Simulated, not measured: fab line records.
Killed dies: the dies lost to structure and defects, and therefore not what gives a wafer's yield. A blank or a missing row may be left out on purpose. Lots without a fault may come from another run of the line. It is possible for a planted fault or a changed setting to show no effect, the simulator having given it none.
Which tool is to blame? | flow sky130 | Sampling: 13 lots, 39 wafers, 3 of 708 route steps

## WHAT THE GAUGES SHOWED, per wafer
SKY_CAPM_RS_MEAS_03: the measuring method here is four-point-probe. Usual: CAPM_TIN_RS typically reads 6.90 ohm/sq, with standard deviation 0.052.
lot  | measured     | on            | CAPM_TIN_RS (ohm/sq) | flag
L495 | day 36 23:26 | film metro-01 | 6.82 6.92 6.89       |
L497 | day 37 05:02 | film metro-01 | 6.82 6.82 6.85       |
L498 | day 37 17:56 | film metro-01 | 6.90 6.95 6.93       |
L500 | day 38 08:05 | film metro-01 | 6.89 6.89 6.89       |
L502 | day 38 13:50 | film metro-03 | 6.88 6.91 6.89       |
L501 | day 38 17:20 | film metro-04 | 6.88 6.93 6.93       |
L510 | day 42 06:36 | film metro-01 | 6.88 6.05 6.86       | OFF
L513 | day 42 08:50 | film metro-01 | 7.00 7.00 6.89       |
L512 | day 42 09:08 | film metro-04 | 5.98 6.85 6.86       | OFF
L511 | day 42 09:18 | film metro-03 | 6.93 6.94 6.99       |
L515 | day 42 11:29 | film metro-03 | 6.90 6.97 7.00       |
L516 | day 42 13:50 | film metro-03 | 6.95 7.05 6.92       |
L517 | day 42 20:31 | film metro-04 | 6.86 6.86 6.90       |

SKY_CAPM_THK_MEAS_04: measures by xrf. Usual: CAPM_TIN_THK typically reads 203.5 nm, with standard deviation 2.1.
lot  | measured     | on            | CAPM_TIN_THK (nm) | flag
L495 | day 36 23:33 | film metro-01 | 205.7 203.4 204.2 |
L497 | day 37 05:10 | film metro-01 | 205.6 205.3 203.6 |
L498 | day 37 18:04 | film metro-01 | 203.9 201.8 202.2 |
L500 | day 38 08:11 | film metro-01 | 202.8 203.8 203.1 |
L502 | day 38 13:57 | film metro-03 | 201.9 201.5 202.5 |
L501 | day 38 17:28 | film metro-04 | 206.2 203.9 204.8 |
L510 | day 42 06:43 | film metro-01 | 204.4 232.1 205.0 | OFF
L513 | day 42 08:57 | film metro-01 | 200.9 200.0 202.8 |
L512 | day 42 09:16 | film metro-04 | 235.5 206.8 206.3 | OFF
L511 | day 42 09:25 | film metro-03 | 202.0 200.2 199.0 |
L515 | day 42 11:37 | film metro-03 | 202.8 201.2 199.5 |
L516 | day 42 13:56 | film metro-03 | 200.7 198.7 201.8 |
L517 | day 42 20:38 | film metro-04 | 205.3 205.9 204.9 |

## TOOL THAT RAN EACH LOT (tool first, then ch and the chambers of the sampled wafers, then the start)
lot  | SKY_CAPM_SPUTTER_02
L495 | pvd sputter-04, day 36 23:19
L497 | pvd sputter-02, day 37 04:56
L498 | pvd sputter-01, day 37 17:50
L500 | pvd sputter-02, day 38 07:56
L502 | pvd sputter-02, day 38 13:43
L501 | pvd sputter-02, day 38 17:14
L510 | pvd sputter-04, day 42 06:28
L513 | pvd sputter-02, day 42 08:43
L512 | pvd sputter-04, day 42 09:02
L511 | pvd sputter-01, day 42 09:11
L515 | pvd sputter-01, day 42 11:23
L516 | pvd sputter-02, day 42 13:41
L517 | pvd sputter-02, day 42 20:24
- SKY_CAPM_SPUTTER_02: material TiN, target thk 200 nm, time 166.7 s.

## WHAT THE TOOLS THEMSELVES READ (means of the sampled wafers that have a number; where no wafer has one, the mark that the record gives instead)
SKY_CAPM_SPUTTER_02. Usual: throttle valve pct reads 30.8 % (standard deviation 1.1).
lot  | tool           | throttle valve pct (%) | flag
L495 | pvd sputter-04 | 31.8                   |
L497 | pvd sputter-02 | 30.6                   |
L498 | pvd sputter-01 | 30.1                   |
L500 | pvd sputter-02 | 30.4                   |
L502 | pvd sputter-02 | 30.8                   |
L501 | pvd sputter-02 | 30.1                   |
L510 | pvd sputter-04 | 31.0                   |
L513 | pvd sputter-02 | 31.4                   |
L512 | pvd sputter-04 | 31.9                   |
L511 | pvd sputter-01 | 30.0                   |
L515 | pvd sputter-01 | 30.4                   |
L516 | pvd sputter-02 | 31.2                   |
L517 | pvd sputter-02 | 31.2                   |

## THE ANSWER, worked out from the rows above alone
Rule: lot off if the mean of its wafers having a number is beyond 3 standard deviations from the usual mean. Also off: a lot with no number at a reading for which 4 or more lots have one. Where the step has rows for the other lots, those lots are counted as sound. Order of review: gauges by route order, followed by the tools' own readings, for which a lot's mean as printed above is used. At the first step where some lot is off, the reading lying furthest off is the one used; lots without a number count as furthest.
Off: at SKY_CAPM_RS_MEAS_03 (CAPM_TIN_RS), L510, L512.
A tool fits if, at a process step before that reading, it ran every lot that is off, and no sound lot after the first of them. Gauges at SKY_CAPM_RS_MEAS_03: tried the same way as those tools. One candidate fits, namely pvd sputter-04 at SKY_CAPM_SPUTTER_02. Its last sound lot is L495 (day 36 23:19), its first lot that is off L510 (day 42 06:28): a fault that began between those two fits.

## WHAT THE SIMULATOR HAD INSERTED
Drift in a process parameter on pvd sputter-04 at SKY_CAPM_SPUTTER_02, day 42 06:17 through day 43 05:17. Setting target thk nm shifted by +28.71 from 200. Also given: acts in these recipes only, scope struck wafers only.
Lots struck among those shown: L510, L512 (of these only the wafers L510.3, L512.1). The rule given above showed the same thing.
